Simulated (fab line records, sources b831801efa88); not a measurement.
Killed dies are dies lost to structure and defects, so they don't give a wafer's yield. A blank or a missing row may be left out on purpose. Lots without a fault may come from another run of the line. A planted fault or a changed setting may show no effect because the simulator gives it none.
Problem report in the 8D (eight disciplines) form, filled by code | flow sky130 | the parts of the form that need people (team, actions taken, sign-off) are left out

1. THE PROBLEM
developer_temp_C at SKY_METAL1_DEVELOP_14 reads a mean of 20.11 C on 6 wafers of 2 lots; wafers without a fault read 21.01 C with a standard deviation of 0.099. That is -9.1 standard deviations from the usual mean.
The step: develop time 58.85 s.
First seen on wafer L267.2, day 36 22:00, on litho_track-04. The record holds 30 wafers of 10 lots with a number at this step. Rule for "out", or "out of limits": more than 4 standard deviations from the usual mean. The other wafers with a number count as sound.

2. WHAT IT IS AND WHAT IT IS NOT
question                    | is                     | is not
which readings at this step | developer_temp_C       | -
which lots                  | L267, L269             | L255, L256, L257, L258, L259, L260, L261, L278
which wafers of those lots  | all that have a number | -
read on which tools         | litho_track-04         | litho_track-01, litho_track-02
when                        | from day 36 22:00      | up to then (21 sound wafers); but 3 sound wafers of L278 came after

3. SUSPECTS, AND WHAT RULES EACH OUT
Counting: a tool at a process step up to the reading stays a suspect if it ran every lot that is out and no sound lot after the first of them.
- litho_track-04 at SKY_METAL1_DEVELOP_14 (develop time 58.85 s): kept. It ran every lot that is out, first L267 (day 36 22:00), and no sound lot after that; its last sound lot up to then is L261 (day 35 01:00). Its own readings are out on those wafers: developer_temp_C.
Left after counting: litho_track-04 at SKY_METAL1_DEVELOP_14.

4. THE CAUSE (what the simulator had put in)
Process parameter drift: litho_track-04, from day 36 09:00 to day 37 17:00, at SKY_METAL1_DEVELOP_14. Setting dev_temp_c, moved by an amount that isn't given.
Counting left only this tool.

5. THE CHAIN OF EFFECTS, in route order
Each row: a reading whose mean over the struck wafers that have a number lies more than 3 standard deviations from the usual. Only readings for which the record gives a usual standard deviation are gone through. hours: the time from each lot's start at the first step in this table that gives one to its start at this step, as a median over the lots. sigmas: the change in usual standard deviations.
hours | step                  | reading          | usual   | on struck wafers | change | sigmas
0     | SKY_METAL1_DEVELOP_14 | developer_temp_C | 21.01 C | 20.11            | -0.90  | -9.1
The process steps in it:
- SKY_METAL1_DEVELOP_14: develop time 58.85 s.
Later measuring or inspecting steps at which every struck wafer that the step has a row for has a number for every such reading, and none has moved that far: SKY_METAL1_CD_MEAS_15.

6. WHAT WOULD HAVE CAUGHT IT SOONER
In this record the first reading out of limits was taken at day 36 22:00, 13 hours after the fault began at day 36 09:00.
